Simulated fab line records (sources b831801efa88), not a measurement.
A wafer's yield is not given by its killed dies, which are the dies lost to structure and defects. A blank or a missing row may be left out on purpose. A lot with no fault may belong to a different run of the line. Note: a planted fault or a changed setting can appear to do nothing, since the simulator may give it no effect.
A single fault, viewed from 2 desks | flow gf180mcu | each desk has only its own numbers; what lay behind them comes last

== THE TOOL OWNER'S DESK: pvd-sputter-02 ==
The tool's own readings at GF_SALICIDE_SPUTTER_03 (material TiN, target thk 20 nm, time 16.7 s): means of the sampled wafers that have a number, for each lot that ran on this tool. If a lot's mean is further than 4 standard deviations from the usual mean, the lot is out of limits and carries the mark OUT (the distance appears in the brackets).
Columns: A = cathode-dc-power-W at GF_SALICIDE_SPUTTER_03, usual 6499.9 W; B = throttle-valve-pct at GF_SALICIDE_SPUTTER_03, usual 30.2 %
lot  | first seen here | A                        | B
L438 | day 16 00:01    | 6500.2                   | 31.2
L445 | day 18 08:24    | 6499.7                   | 31.0
L451 | day 20 06:46    | 6498.7                   | 30.6
L454 | day 21 09:46    | 6176.2 (-99 or more) OUT | 30.8
Finding of this desk: L454 out of limits; the first was L454 at day 21 09:46, on cathode-dc-power-W at GF_SALICIDE_SPUTTER_03. In limits: L438, L445, L451.

== THE METROLOGY DESK ==
Means of the sampled wafers that have a number, per lot and without regard to the tool the lot ran on: this is what the gauges read. If a lot's mean is further than 4 standard deviations from the usual mean, the lot is out of limits and carries the mark OUT (the distance appears in the brackets).
Columns: A = VT_IMPLANT_TW at GF_VT_IMPLANT_TW_MEAS_10, usual 562; B = HV_LDD_3_TW at GF_HV_LDD_TW_MEAS_38, usual 1446; C = SALICIDE_TIN_THK at GF_SALICIDE_THK_MEAS_05, usual 20.0 nm
lot  | first seen here | A   | B    | C
L437 | day 5 19:14     | 564 | 1428 | 20.2
L438 | day 6 07:37     | 564 | 1437 | 20.0
L439 | day 6 07:48     | 571 | 1464 | 19.9
L440 | day 6 15:31     | 556 | 1461 | 19.7
L442 | day 7 00:58     | 574 | 1445 | 20.6
L445 | day 7 18:36     | 561 | 1458 | 20.3
L446 | day 8 01:55     | 575 | 1434 | 19.7
L447 | day 8 03:18     | 563 | 1430 | 20.0
L451 | day 9 04:42     | 556 | 1436 | 20.2
L454 | day 10 00:49    | 562 | 1430 | 18.9
L456 | day 10 11:12    | 554 | 1463 | 19.7
L458 | day 11 00:26    | 575 | 1457 | 20.0
L459 | day 11 05:19    | 558 | 1441 | 20.1
This desk found nothing out of limits on any of the 13 lots.

== TAKEN TOGETHER ==
On L454, at day 21 09:46, an alarm was possible from the tool owner's desk.
From the metrology desk's view, nothing was out of limits.
The metrology desk has L454 on record, within its limits.
On pvd-sputter-02, each named lot ran GF_SALICIDE_SPUTTER_03.

== WHAT HAD BEEN PUT IN BY THE SIMULATOR ==
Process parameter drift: pvd-sputter-02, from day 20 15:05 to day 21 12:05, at GF_SALICIDE_SPUTTER_03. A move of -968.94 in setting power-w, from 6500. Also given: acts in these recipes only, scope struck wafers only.
Shown lots that were struck: L454.
Time in hours from fault onset to the first out-of-limits reading at each desk: the tool owner's desk, 19.
